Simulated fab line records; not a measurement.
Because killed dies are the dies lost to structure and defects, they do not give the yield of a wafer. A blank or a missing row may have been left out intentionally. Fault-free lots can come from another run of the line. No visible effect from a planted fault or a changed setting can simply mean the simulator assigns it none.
fab line records	flow sky130
[record] lots = 14	wafers = 42	last_day = 50
route steps=708 shown METAL4@631 METAL5@666 PASSIVATION@681
lots that met no fault: taken from a fault-free run of the same line
start_h: start of the lot's first displayed wafer, in hours after the record's first day	wait_h: how many hours have passed since the lot's step before this one	" identical to the entry in the row above	L1.1+2: a row that stands for several wafers	- either no value or no given start	* or withheld: withheld	< > ~ a bound
route shown NAME@n: names a module that has steps shown in the file, with the first one's number in the route	usual: the fault-free wafers' mean and standard deviation	same: alike in all rows	chamber/n: place in a boat	sites: per-site readings	_std_site: how widely they spread, as a standard deviation	_edge_site: mean of outer sites minus mean of inner sites	radius_mm: for every site, how far away it sits from the centre of the wafer	mask NAME#n: copy n	behind: tool/chamber where the wafer was last shaped	hold: cause of the lot's hold/its duration in hours/its outcome	device: the transistor (n, p or np) that didn't switch	end of line: at the end of the route, the tests of the same wafers	for a step that has no rows: nothing shown but its recipe	killed: the dies lost at the first sort to structure and to defects; this is not the yield of the wafer	map: per-die view of a wafer (x killed, . not killed, _ where there is no die)
set.NAME: the setting the step ran with; set.NAME@STEP: the setting that earlier step ran with	model.NAME: the simulator's own value behind a step, which no gauge read
one table for each step of the route and one row for each wafer, over a sample of lots
services: when a tool's chamber went out of use (start_h, in hours from the record's first day, below 0 if earlier), for how many hours, and the reason
[[steps]]
[step SKY_METAL4_DESCUM_15]
[recipe] chemistry = O2	source_power_w = 150	bias_power_w = 0	pressure_mtorr = 10	temp_c = 40	time_s = 8
[usual] drypump_motor_current_A = 6.0/0.71	he_backside_leak_sccm = 3.4/0.43	oes_product_au = 0.997/0.012	temp_c = 39.99/0.11
lot.wafer	tool	chamber	start_h	wait_h	drypump_motor_current_A	he_backside_leak_sccm	oes_product_au	rf_hours_counter_h	temp_c
L252.2	rie_metal-01	0	975.64	0.0	6.8	3.7	0.992	9	39.93
L252.3	"	0	"	"	6.8	3.5	1.004	-	39.92
L252.6	"	0	"	"	6.8	3.4	0.999	-	39.83
L253.1	rie_metal-03	1	979.47	0.0	6.0	3.1	1.017	9	40.02
L253.3	"	1	"	"	6.0	3.0	1.013	-	39.85
L253.4	"	1	"	"	6.0	3.1	1.014	-	39.97
L255.3	rie_metal-02	1	1000.33	0.0	6.5	3.4	0.976	-	40.18
L255.4	"	0	"	"	5.5	3.5	0.969	-	40.13
L255.5	"	0	"	"	5.5	3.7	0.972	-	40.10
L257.1	rie_metal-01	0	1011.64	0.0	6.8	3.4	0.990	11	40.21
L257.2	"	1	"	"	4.8	3.3	0.977	17	39.76
L257.5	"	0	"	"	6.8	3.6	0.992	-	39.90
L256.1	rie_metal-01	1	1016.67	0.0	4.8	3.1	0.997	17	40.10
L256.2	"	0	"	"	6.8	3.5	0.993	12	39.89
L256.5	"	1	"	"	4.8	3.1	0.989	-	39.99
L258.1	rie_metal-01	0	1066.40	0.0	6.8	3.7	0.994	14	39.98
L258.4	"	0	"	"	6.8	3.4	0.998	-	40.04
L258.6	"	0	"	"	6.8	3.6	0.993	-	40.14
L259.1	rie_metal-01	0	1069.67	0.0	6.8	3.6	0.991	14	39.86
L259.2	"	1	"	"	4.8	3.4	0.982	20	40.00
L259.4	"	0	"	"	6.8	3.6	1.009	-	39.72
L263.3	rie_metal-02	1	1070.04	0.0	6.5	3.3	1.000	-	39.79
L263.5	"	1	"	"	6.5	3.3	0.999	-	39.93
L263.6	"	1	"	"	6.5	3.3	1.000	-	39.93
L261.1	rie_metal-01	1	1071.57	0.0	4.8	3.3	0.992	20	40.05
L261.3	"	0	"	"	6.8	3.4	0.998	-	40.05
L261.5	"	1	"	"	4.8	3.4	0.985	-	39.81
L267.1	rie_metal-02	1	1073.72	0.0	6.5	3.3	0.999	3	39.93
L267.2	"	1	"	"	6.5	3.2	0.995	-	39.93
L267.4	"	1	"	"	6.5	3.3	0.998	-	39.85
L271.1	rie_metal-03	1	1097.42	0.0	6.0	3.1	1.014	18	39.76
L271.2	"	0	"	"	6.0	3.1	1.006	8	39.77
L271.3	"	1	"	"	6.0	3.1	1.017	-	39.88
L272.2	rie_metal-02	1	1098.43	0.0	6.5	3.5	0.997	6	39.94
L272.4	"	1	"	"	6.5	3.5	1.008	-	40.08
L272.5	"	1	"	"	6.5	3.5	1.006	-	40.04
L273.1	rie_metal-01	0	1103.07	0.0	6.8	3.7	0.981	17	39.96
L273.3	"	1	"	"	4.8	3.2	0.997	-	39.90
L273.5	"	0	"	"	6.8	3.6	0.984	-	39.92
L274.1	rie_metal-03	0	1132.12	0.0	6.0	5.4	1.006	11	40.07
L274.3	"	1	"	"	6.0	2.8	1.000	-	40.07
L274.5	"	0	"	"	6.0	3.1	1.002	-	39.91
[step SKY_METAL5_RS_MEAS_05]
[recipe] thk_meas_gauge = four-point-probe	reads = TiN_of_METAL5_SPUTTER_04+Ti_of_METAL5_SPUTTER_03+AlCu_of_METAL5_SPUTTER_02+TiN_of_METAL5_SPUTTER_01+Ti_of_METAL5_SPUTTER_00
[usual] METAL5_ALCU_RS = 0.0270/0.00035
lot.wafer	tool	chamber	start_h	wait_h	METAL5_ALCU_RS[ohm/sq]
L252.2	film_metro-02	-	1001.72	0.0	0.0267
L252.3	"	-	"	"	0.0274
L252.6	"	-	"	"	0.0276
L253.1	film_metro-04	-	1006.11	0.0	0.0277
L253.3	"	-	"	"	0.0274
L253.4	"	-	"	"	0.0269
L255.3	film_metro-04	-	1027.47	0.1	0.0275
L255.4	"	-	"	"	0.0275
L255.5	"	-	"	"	0.0275
L257.1	film_metro-02	-	1037.58	0.0	0.0273
L257.2	"	-	"	"	0.0274
L257.5	"	-	"	"	0.0274
L256.1	film_metro-01	-	1041.57	0.0	0.0265
L256.2	"	-	"	"	0.0270
L256.5	"	-	"	"	0.0268
L258.1	film_metro-02	-	1089.85	0.0	0.0275
L258.4	"	-	"	"	0.0273
L258.6	"	-	"	"	0.0269
L259.1	film_metro-04	-	1093.42	0.0	0.0271
L259.2	"	-	"	"	0.0274
L259.4	"	-	"	"	0.0268
L263.3	film_metro-04	-	1094.91	0.1	0.0269
L263.5	"	-	"	"	0.0265
L263.6	"	-	"	"	0.0259
L261.1	film_metro-04	-	1095.26	0.0	0.0269
L261.3	"	-	"	"	0.0274
L261.5	"	-	"	"	0.0275
L267.1	film_metro-02	-	1097.39	0.0	0.0272
L267.2	"	-	"	"	0.0263
L267.4	"	-	"	"	0.0270
L271.1	film_metro-02	-	1120.00	0.0	0.0264
L271.2	"	-	"	"	0.0271
L271.3	"	-	"	"	0.0270
L272.2	film_metro-02	-	1122.21	0.0	0.0273
L272.4	"	-	"	"	0.0277
L272.5	"	-	"	"	0.0271
L273.1	film_metro-01	-	1125.57	0.0	0.0268
L273.3	"	-	"	"	0.0268
L273.5	"	-	"	"	0.0266
L274.1	film_metro-01	-	1154.18	0.0	0.0267
L274.3	"	-	"	"	0.0271
L274.5	"	-	"	"	0.0271
[step SKY_PASSIVATION_CVD_00]
[recipe] material = SiO2	target_thk_nm = 90	temp_c = 400	time_s = withheld	rf_w = 600
[usual] heater_power_w = 662/100
lot.wafer	tool	chamber	start_h	wait_h	heater_power_w
L252.2	pecvd-01	1	1026.47	0.0	683
L252.3	"	0	"	"	824
L252.6	"	1	"	"	659
L253.1	pecvd-04	2	1030.85	0.0	598
L253.3	"	1	"	"	517
L253.4	"	2	"	"	601
L255.3	pecvd-03	2	1050.44	0.0	820
L255.4	"	1	"	"	649
L255.5	"	2	"	"	839
L257.1	pecvd-01	1	1060.70	0.0	777
L257.2	"	0	"	"	754
L257.5	"	1	"	"	767
L256.1	pecvd-03	1	1064.81	0.0	633
L256.2	"	0	"	"	656
L256.5	"	2	"	"	867
L258.1	pecvd-04	1	1109.72	0.0	478
L258.4	"	1	"	"	482
L258.6	"	2	"	"	573
L259.1	pecvd-01	0	1113.64	0.0	740
L259.2	"	2	"	"	571
L259.4	"	1	"	"	786
L263.3	pecvd-03	1	1115.24	0.0	617
L263.5	"	2	"	"	748
L263.6	"	1	"	"	623
L261.1	pecvd-04	1	1116.16	0.0	531
L261.3	"	2	"	"	527
L261.5	"	1	"	"	531
L267.1	pecvd-03	1	1117.23	0.0	594
L267.2	"	2	"	"	869
L267.4	"	0	"	"	611
L271.1	pecvd-04	1	1141.82	0.0	451
L271.2	"	0	"	"	711
L271.3	"	2	"	"	606
L272.2	pecvd-03	2	1143.15	0.0	800
L272.4	"	2	"	"	772
L272.5	"	1	"	"	619
L273.1	pecvd-01	2	1146.17	0.0	646
L273.3	"	0	"	"	722
L273.5	"	2	"	"	653
L274.1	pecvd-03	0	1172.47	0.0	709
L274.3	"	2	"	"	752
L274.5	"	1	"	"	639
[step SKY_PASSIVATION_DEVELOP_10]
[recipe] develop_time_s = 60	dev_temp_c = 23
[usual] chill_plate_temp_C = 22.99/0.1	develop_time_s = 60/0
lot.wafer	tool	chamber	start_h	wait_h	chill_plate_temp_C	develop_time_s
L252.2	litho_track-01	0	1047	-	22.93	60
L252.3	"	0	"	"	22.95	60
L252.6	"	0	1048	-	22.85	60
L253.1	litho_track-04	0	1052	-	22.81	60
L253.3	"	0	"	"	22.94	60
L253.4	"	0	"	"	22.90	60
L255.3	litho_track-03	0	1071	-	23.00	60
L255.4	"	0	"	"	22.92	60
L255.5	"	0	1072	-	23.07	60
L257.1	litho_track-03	0	1081	-	23.01	60
L257.2	"	0	"	"	22.97	60
L257.5	"	0	"	"	22.97	60
L256.1	litho_track-03	0	1085	-	22.88	60
L256.2	"	0	"	"	23.07	60
L256.5	"	0	"	"	23.02	60
L258.1	litho_track-04	0	1129	-	23.10	60
L258.4	"	0	"	"	23.05	60
L258.6	"	0	"	"	23.11	60
L259.1	litho_track-01	-	1133	-	-	-
L259.2	"	-	"	"	-	-
L259.4	"	-	"	"	-	-
L263.3	litho_track-01	-	1135	-	-	-
L263.5	"	-	"	"	-	-
L263.6	"	-	"	"	-	-
L261.1	litho_track-01	0	1136	-	22.96	60
L261.3	"	0	"	"	22.89	60
L261.5	"	0	"	"	22.95	60
L267.1	litho_track-01	0	1137	-	23.03	60
L267.2	"	0	"	"	22.97	60
L267.4	"	0	"	"	23.09	60
L271.1	litho_track-01	0	1160	-	23.14	60
L271.2	"	0	"	"	23.14	60
L271.3	"	0	"	"	23.02	60
L272.2	litho_track-03	0	1162	-	23.03	60
L272.4	"	0	"	"	23.02	60
L272.5	"	0	"	"	22.94	60
L273.1	litho_track-01	0	1165	-	22.99	60
L273.3	"	0	"	"	23.01	60
L273.5	"	0	"	"	22.97	60
L274.1	litho_track-01	0	1187	-	22.92	60
L274.3	"	0	"	"	22.86	60
L274.5	"	0	"	"	22.74	60
[[services]]
tool	chamber	start_h	hours	kind
pecvd-03	-	967.27	2.8	pm
rie_metal-01	-	968.94	0.5	repair
pecvd-01	-	984.94	5.5	pm
rie_metal-01	-	995.88	0.6	repair
pecvd-04	1	997.98	2.1	scheduled_down
pecvd-04	2	1005.15	5.5	scheduled_down
pecvd-04	2	1032.17	4.3	repair
rie_metal-02	1	1035.42	-	clean
rie_metal-02	1	1035.42	16.9	scheduled_down
rie_metal-02	1	1035.42	16.9	vent_cycle
pecvd-03	0	1040.65	11.4	repair
pecvd-04	-	1042.93	0.6	repair
rie_metal-02	0	1058.00	-	clean
rie_metal-02	0	1058.00	26.3	scheduled_down
rie_metal-02	0	1058.00	26.3	vent_cycle
pecvd-01	2	1077.13	5.5	scheduled_down
rie_metal-02	-	1079.06	0.1	repair
rie_metal-01	1	1104.24	10.0	repair
pecvd-03	-	1144.91	5.5	pm
rie_metal-02	1	1156.74	15.7	repair
rie_metal-01	1	1174.18	11.6	repair
pecvd-04	0	1180.62	-	clean
pecvd-04	0	1180.62	-	consumable_replace:showerhead
rie_metal-02	-	1186.90	0.9	repair
[[key]]
[first_sign] step = SKY_PASSIVATION_DEVELOP_10	reading = tool_record	direction = missing
effect none on later readings
met_at SKY_PASSIVATION_DEVELOP_10
struck_lots L259,L263
later_rows_left_out L259.1,L259.2,L259.4,L263.3,L263.5,L263.6
sort_left_out L259.1,L259.2,L259.4,L263.3,L263.5,L263.6
not_acting_at SKY_METAL4_DESCUM_15,SKY_METAL5_RS_MEAS_05,SKY_PASSIVATION_CVD_00
onset_between 1047 1133
[fault] kind = skipped_step_whole	tool = litho_track-01	chamber = -	onset_h = 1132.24	steps = SKY_PASSIVATION_DEVELOP_10	scope = struck_lots_only
// sort_left_out: the simulated sort isn't trusted on such a fault, so these wafers' sort isn't shown, and their yield isn't known
// later_rows_left_out: the simulator's readings of these wafers behind a module that went badly wrong aren't trusted and aren't shown, but for the sort
